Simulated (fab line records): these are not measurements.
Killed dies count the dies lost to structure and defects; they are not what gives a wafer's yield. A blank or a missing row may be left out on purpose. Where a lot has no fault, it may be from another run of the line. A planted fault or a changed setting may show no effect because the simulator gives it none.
A lot that was struck, set against a sound lot | flow sky130 | 16 out of 708 route steps
Sound: wafers L830.3, L830.4, L830.6. Struck: wafers L823.2, L823.3, L823.5. The cause is given at the end.
Each step with rows lists, per side, the tool, then ch with its chambers, then its first start. Under that, the readings that differ: sound wafers | struck wafers | difference of the means | sigmas: that difference in standard deviations of wafers without a fault.
alike: readings with means less than 2 such deviations apart, plus words and numbers identical on both sides. not compared: withheld readings, readings lacking a value on some wafer, bounds such as >300 that could conceal the same value, and numbers that have no deviation in the record and whose values overlap.
The two part at a step that has a row with sigmas, a row that says differs or no value, or rows on one side only. When numbers do not overlap yet have no deviation, they are printed without sigmas and do not part them. Lack of a reading on every wafer of one side parts them only where that side has two or more wafers.

SKY_POLY_GATE_THK_MEAS_04:
  sound on film metro-01, day 21 00:47; struck on film metro-01, day 18 10:11
  alike: POLY_GATE_CVD_03_THK
then, 4 steps without rows for these wafers: SKY_POLY_GATE_DEHYDRATE_05 (time 60 s); SKY_POLY_GATE_HMDS_06 (prime time 60 s); SKY_POLY_GATE_COAT_07 (resist thk 110 nm); SKY_POLY_GATE_COAT_08 (resist thk 450 nm).
SKY_POLY_GATE_SOFTBAKE_09: time 92.93 s.
  sound: litho track-02 ch 0; struck: litho track-02 ch 0
  reading                   | sound                | struck               | difference | sigmas
  plate sensor t edge C (C) | 100.96 100.94 100.95 | 100.97 100.97 100.98 | +0.02      | +2
  alike: plate sensor t centre C
then, 3 steps without rows for these wafers: SKY_POLY_GATE_EXPOSE_10 (exposes mask P1M, target cd 150 nm); SKY_POLY_GATE_PEB_11; SKY_POLY_GATE_DEVELOP_12 (develop time 60 s).
SKY_POLY_GATE_CD_MEAS_13: the cd target is 150 nm.
  sound on cd sem-02, day 22 07:13; struck on cd sem-01, day 19 16:17
  alike: cd nm
SKY_POLY_GATE_OVL_MEAS_14:
  sound on overlay-01, day 22 07:18; struck on overlay-02, day 19 16:23
  alike: POLY_GATE_OVL
SKY_POLY_GATE_ETCH_15: etches BARC in N2/H2, stops on SiO2, time 118.5 s, target depth 110 nm.
  sound on rie diel-01 ch 1,2, day 22 07:19; struck on rie diel-01 ch 0,3, day 19 16:25
  alike: bias w, chamber pressure mTorr, drypump motor current A, oes product au, throttle valve pct
  not compared: rf hours counter h
SKY_POLY_GATE_ETCH_16: etches Si3N4 in CH3F/O2, stops on poly-Si, time 147.5 s, target depth 75 nm.
  sound on rie diel-01 ch 1,2, day 22 07:25; struck on rie diel-01 ch 0,3, day 19 16:30
  no value came back on the struck wafers for any of 6 readings (O2_flow_sccm (sccm), bias w (W) and others); on the sound wafers O2_flow_sccm (sccm) reads 30.01 29.98 30.00
  reading                                          | sound             | struck          | difference | sigmas
  model.KrF-thick_of_POLY_GATE_COAT_08.thk nm (nm) | 235.9 232.4 234.8 | 345.2 342 344.5 | +109.5     |
  not compared: rf hours counter h
SKY_POLY_GATE_ETCH_17: etches poly-Si in HBr/Cl2, stops on SiO2, target depth 180 nm, time 70.5 s.
  sound on rie si-02 ch 1,2,3, day 22 07:31; struck on rie si-01 ch 0,2,3, day 19 16:36
  reading                                          | sound             | struck          | difference | sigmas
  model.KrF-thick_of_POLY_GATE_COAT_08.thk nm (nm) | 141.6 140.3 138.9 | 251.2 246 250.5 | +109.0     |
  alike: HBr_flow_sccm, bias w, drypump motor current A, oes product au, throttle valve pct
  not compared: rf hours counter h
SKY_POLY_GATE_STRIP_18: strips in O2/N2.
  sound on plasma asher-04 ch 0,1, day 22 07:35; struck on plasma asher-04 ch 0,1, day 19 16:44
  reading                      | sound             | struck            | difference | sigmas
  oes product au (a.u.)        | 0.371 0.366 0.361 | 0.415 0.413 0.406 | +0.045     | +10
  strip time to endpoint s (s) | 3.17 3.17 3.16    | 4.35 4.29 4.35    | +1.16      | +32
  alike: drypump motor current A
  not compared: rf hours counter h
then, 1 step without rows for these wafers: SKY_POLY_GATE_CLEAN_19 (cleans in SC1/SC2, time 150 s).

WHERE THEY PART
Last at SKY_POLY_GATE_STRIP_18 as far as this record goes, first at SKY_POLY_GATE_SOFTBAKE_09.

WHY: what had been put in by the simulator
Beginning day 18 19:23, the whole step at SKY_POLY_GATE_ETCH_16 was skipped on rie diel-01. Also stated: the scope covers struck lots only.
